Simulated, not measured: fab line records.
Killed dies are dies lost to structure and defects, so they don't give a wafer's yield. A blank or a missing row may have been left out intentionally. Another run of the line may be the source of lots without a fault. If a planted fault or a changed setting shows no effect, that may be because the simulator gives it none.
Which tool was responsible?    flow sky130    7 lots (21 wafers sampled), 1 step of a 708-step route

WHAT THE GAUGES SHOWED, per wafer
SKY_GATE_OXIDE_TW_MEAS_14.
lot   measured      on             GATE_OXIDE_TW
L521  day 14 08:43  film_metro-04  225.1 225.3 225.1
L523  day 14 17:26  film_metro-02  223.7 225.7 226.8
L525  day 15 07:34  film_metro-04  223.1 223.7 223.7
L531  day 18 04:16  film_metro-03  224.0 224.2 223.4
L540  day 20 23:11  film_metro-04  223.6 225.2 222.7
L541  day 21 12:46  film_metro-04  223.7 223.4 222.6
L543  day 21 21:55  film_metro-02  225.7 226.9 225.0

WHAT TOOL EACH LOT RAN ON (gives the tool, then ch and the chambers of the sampled wafers, and finally the start)
There is no process step in the record ahead of these readings.

THE ANSWER, worked out from the rows above alone
Rule: the lots themselves supply what counts as usual. Put in order of their means at a reading, lots are off if they are a third of the lots or fewer, leave a main group of 4 or more, and stand apart from it by a gap of 3 or more times the standard deviation of the main group's means; of several such gaps the widest counts. Not used: any main group whose means are identical at the precision the tables above print for the reading. Also off: a lot with no number at a reading for which 4 or more lots have one. Where the step has rows for the other lots, those lots are counted as sound.
Nothing can be told from this: no lot is off at any reading shown.

WHAT WAS PUT IN BY THE SIMULATOR
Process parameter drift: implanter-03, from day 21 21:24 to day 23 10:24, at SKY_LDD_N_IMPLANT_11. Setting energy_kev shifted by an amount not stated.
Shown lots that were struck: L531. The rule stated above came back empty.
